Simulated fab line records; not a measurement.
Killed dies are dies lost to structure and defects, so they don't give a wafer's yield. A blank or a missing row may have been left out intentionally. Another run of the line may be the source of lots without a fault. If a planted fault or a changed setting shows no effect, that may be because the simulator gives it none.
Lot-split experiment / flow gf180mcu / 5 lots, 23 wafers read, on a route of 602 steps

THE SPLIT ITSELF
At GF_M4_EXPOSE_11 (exposes mask Metal4, target cd 280 nm), the setting doseMj was moved away from the recipe's 28 on 8 of the 23 wafers read, by -6.6% to +6.9%. For the rest of the wafers, this setting stayed at what the recipe calls for.

FROM THE SPLIT TO THE READING: what the file shows between them, 2 steps
- GF_M4_PEB_12: peb time 90 s
- GF_M4_DEVELOP_13: develop time 60 s

THE READING
At GF_M4_CD_MEAS_14: cdNm in nanometres, against a target cd of 280 nm. Typical for fault-free wafers on this fab line: 280.1 nm, with standard deviation 1.3 nm.

wafer=L075.1; tool, chamber at the split=krfScanner-01, 0; doseMj as run=28; against the recipe=recipe; cdNm, nm=280.0; against lot-mates on the recipe=-
wafer=L075.2; tool, chamber at the split=krfScanner-01, 0; doseMj as run=28; against the recipe=recipe; cdNm, nm=279.0; against lot-mates on the recipe=-
wafer=L075.3; tool, chamber at the split=krfScanner-01, 0; doseMj as run=28; against the recipe=recipe; cdNm, nm=278.9; against lot-mates on the recipe=-
wafer=L075.5; tool, chamber at the split=krfScanner-01, 0; doseMj as run=26.14; against the recipe=-6.6%; cdNm, nm=289.1; against lot-mates on the recipe=+9.8
wafer=L075.6; tool, chamber at the split=krfScanner-01, 0; doseMj as run=26.14; against the recipe=-6.6%; cdNm, nm=289.9; against lot-mates on the recipe=+10.6
wafer=L077.2; tool, chamber at the split=krfScanner-01, 0; doseMj as run=28; against the recipe=recipe; cdNm, nm=279.2; against lot-mates on the recipe=-
wafer=L077.3; tool, chamber at the split=krfScanner-01, 0; doseMj as run=28; against the recipe=recipe; cdNm, nm=279.5; against lot-mates on the recipe=-
wafer=L077.4; tool, chamber at the split=krfScanner-01, 0; doseMj as run=28; against the recipe=recipe; cdNm, nm=279.5; against lot-mates on the recipe=-
wafer=L077.5; tool, chamber at the split=krfScanner-01, 0; doseMj as run=28; against the recipe=recipe; cdNm, nm=279.3; against lot-mates on the recipe=-
wafer=L077.6; tool, chamber at the split=krfScanner-01, 0; doseMj as run=28; against the recipe=recipe; cdNm, nm=279.6; against lot-mates on the recipe=-
wafer=L080.1; tool, chamber at the split=krfScanner-01, 0; doseMj as run=28; against the recipe=recipe; cdNm, nm=280.9; against lot-mates on the recipe=-
wafer=L080.3; tool, chamber at the split=krfScanner-01, 0; doseMj as run=28; against the recipe=recipe; cdNm, nm=279.5; against lot-mates on the recipe=-
wafer=L080.6; tool, chamber at the split=krfScanner-01, 0; doseMj as run=28; against the recipe=recipe; cdNm, nm=281.3; against lot-mates on the recipe=-
wafer=L082.1; tool, chamber at the split=krfScanner-02, 0; doseMj as run=29.93; against the recipe=+6.9%; cdNm, nm=270.0; against lot-mates on the recipe=-11.1
wafer=L082.2; tool, chamber at the split=krfScanner-02, 0; doseMj as run=29.93; against the recipe=+6.9%; cdNm, nm=270.7; against lot-mates on the recipe=-10.4
wafer=L082.3; tool, chamber at the split=krfScanner-02, 0; doseMj as run=28; against the recipe=recipe; cdNm, nm=281.5; against lot-mates on the recipe=-
wafer=L082.5; tool, chamber at the split=krfScanner-02, 0; doseMj as run=28; against the recipe=recipe; cdNm, nm=280.7; against lot-mates on the recipe=-
wafer=L082.6; tool, chamber at the split=krfScanner-02, 0; doseMj as run=29.93; against the recipe=+6.9%; cdNm, nm=269.4; against lot-mates on the recipe=-11.7
wafer=L085.1; tool, chamber at the split=krfScanner-02, 0; doseMj as run=28; against the recipe=recipe; cdNm, nm=278.2; against lot-mates on the recipe=-
wafer=L085.2; tool, chamber at the split=krfScanner-02, 0; doseMj as run=26.51; against the recipe=-5.3%; cdNm, nm=286.4; against lot-mates on the recipe=+8.8
wafer=L085.3; tool, chamber at the split=krfScanner-02, 0; doseMj as run=26.51; against the recipe=-5.3%; cdNm, nm=286.3; against lot-mates on the recipe=+8.7
wafer=L085.5; tool, chamber at the split=krfScanner-02, 0; doseMj as run=28; against the recipe=recipe; cdNm, nm=277.0; against lot-mates on the recipe=-
wafer=L085.6; tool, chamber at the split=krfScanner-02, 0; doseMj as run=26.51; against the recipe=-5.3%; cdNm, nm=285.9; against lot-mates on the recipe=+8.3

FIT RESULTS
A straight line over all 23 wafers: cdNm changes by -1.38 nm for each +1% of doseMj; r = -0.98; the points scatter about the line by 1.1 nm.
The same after taking each lot's own level away (the mean of its wafers on the recipe; 23 wafers): -1.59 nm for each +1%; r = -1.00; scatter 0.5 nm.
Per that fit: largest doseMj move, reading shift of 11 nm.
The span of the lots' own levels, 277.60 to 281.10 nm, comes to 2.7 times the standard deviation stated above.
So the slope is not independent of the lot-to-lot level: the two fits are not the same.
Check: with one of the wafers moved furthest among these (+6.9%) left out of the fit, the line predicts -11 nm for it against its lot-mates. Against them it came out at -11.1 nm.

THE OTHER SPLITS THESE WAFERS WENT THROUGH
These wafers also went through other splits before the reading. Each is held against what the fit with the lots' levels taken away leaves over:
other split on the same wafers=GF_V2_CVD_23 tempC; wafers away from the commonest value=5; r with cdNm (lot level and that fit taken away)=+0.19
other split on the same wafers=GF_M3_EXPOSE_11 doseMj; wafers away from the commonest value=10; r with cdNm (lot level and that fit taken away)=+0.00
other split on the same wafers=GF_M3_PEB_12 pebTempC; wafers away from the commonest value=9; r with cdNm (lot level and that fit taken away)=+0.33
other split on the same wafers=GF_V3_CVD_02 timeS; wafers away from the commonest value=4; r with cdNm (lot level and that fit taken away)=+0.02
other split on the same wafers=GF_V3_PEB_12 pebTempC; wafers away from the commonest value=7; r with cdNm (lot level and that fit taken away)=-0.22

THE FILE'S OWN FIT
cdNm changes by -1.58 nm for each +1% of doseMj, r = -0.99.
